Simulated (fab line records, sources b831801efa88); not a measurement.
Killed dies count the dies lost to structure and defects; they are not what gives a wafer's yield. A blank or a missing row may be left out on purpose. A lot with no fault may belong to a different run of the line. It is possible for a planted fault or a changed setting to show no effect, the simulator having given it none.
Lot-split experiment | flow sky130 | route with 708 steps; 5 lots, 23 wafers read

== SPLIT DETAILS ==
At SKY_LDD_N_IMPLANT_10, the setting energy-kev was moved away from the recipe's 20 on 8 of the 23 wafers read, by -5.5% to +3.0%. For the rest of the wafers, this setting stayed at what the recipe calls for.

The reading comes from the split's own step.

== THE READING ==
In nm, at SKY_LDD_N_IMPLANT_10: implant.drp-nm, which is the simulator's own figure and was read by no gauge. No usual value for it is given in the file.

wafer  | tool, chamber at the split | energy-kev as run | against the recipe | implant.drp-nm, nm | against lot-mates on the recipe
L074.1 | implanter-04, 0            | 20                | recipe             | 7.212              | -
L074.3 | implanter-04, 0            | 20                | recipe             | 7.212              | -
L074.2 | implanter-04, 0            | 19.23             | -3.8%              | 7.018              | -0.194
L074.5 | implanter-04, 0            | 19.23             | -3.8%              | 7.018              | -0.194
L074.6 | implanter-04, 0            | 19.23             | -3.8%              | 7.018              | -0.194
L075.1 | implanter-01, 0            | 20                | recipe             | 7.212              | -
L075.3 | implanter-01, 0            | 20                | recipe             | 7.212              | -
L075.4 | implanter-01, 0            | 20                | recipe             | 7.212              | -
L075.5 | implanter-01, 0            | 20                | recipe             | 7.212              | -
L075.6 | implanter-01, 0            | 20                | recipe             | 7.212              | -
L076.1 | implanter-02, 0            | 20                | recipe             | 7.212              | -
L076.2 | implanter-02, 0            | 20                | recipe             | 7.212              | -
L076.5 | implanter-02, 0            | 20                | recipe             | 7.212              | -
L083.1 | implanter-01, 0            | 20                | recipe             | 7.212              | -
L083.2 | implanter-01, 0            | 20                | recipe             | 7.212              | -
L083.4 | implanter-01, 0            | 20                | recipe             | 7.212              | -
L083.3 | implanter-01, 0            | 18.89             | -5.5%              | 6.933              | -0.279
L083.5 | implanter-01, 0            | 18.89             | -5.5%              | 6.933              | -0.279
L085.1 | implanter-02, 0            | 20                | recipe             | 7.212              | -
L085.2 | implanter-02, 0            | 20                | recipe             | 7.212              | -
L085.3 | implanter-02, 0            | 20.59             | +3.0%              | 7.359              | +0.147
L085.4 | implanter-02, 0            | 20.59             | +3.0%              | 7.359              | +0.147
L085.6 | implanter-02, 0            | 20.59             | +3.0%              | 7.359              | +0.147

THE FIT
A straight line over all 23 wafers: implant.drp-nm changes by +0.0502 nm for each +1% of energy-kev; r = +1.00; the points scatter about the line by 0.00042 nm.
The same after taking each lot's own level away (the mean of its wafers on the recipe; 23 wafers): +0.0502 nm for each +1%; r = +1.00; scatter 0.00042 nm.
According to that fit, moving energy-kev by its largest amount changes the reading by 0.28 nm.
The lots' own levels span 7.2120 to 7.2120 nm.
The two slopes agree, so the slope changes little with the lot-to-lot level.
Check: for one of the wafers moved furthest among these (-5.5%), held out of the fit, the line's prediction against its lot-mates is -0.279 nm. It came out at -0.279 nm against them.

== ADDITIONAL SPLITS CARRIED BY THESE WAFERS ==
Before the reading, these wafers also passed through other splits. Each is held against what the fit with the lots' levels taken away leaves over:
other split on the same wafers       | wafers away from the commonest value | r with implant.drp-nm (lot level and that fit taken away)
SKY_POLY_GATE_ETCH_15 pressure-mtorr | 15                                   | +0.38
SKY_POLY_GATE_OXIDATION_20 temp-c    | 18                                   | +0.40

== THE WHOLE CHAIN: every reading that the file lists as answering this split, in the file's order ==
step                 | what it does | reading                                                         | change (the file's fit)                | r (the file's)
SKY_LDD_N_IMPLANT_10 |              | implant.rp-nm (the simulator's own value, which no gauge read)  | +0.112 nm for each +1% of the setting  | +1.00
SKY_LDD_N_IMPLANT_10 |              | implant.drp-nm (the simulator's own value, which no gauge read) | +0.0501 nm for each +1% of the setting | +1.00

== THE FILE'S OWN FIT ==
implant.drp-nm changes by +0.0501 nm for each +1% of energy-kev, r = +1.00.
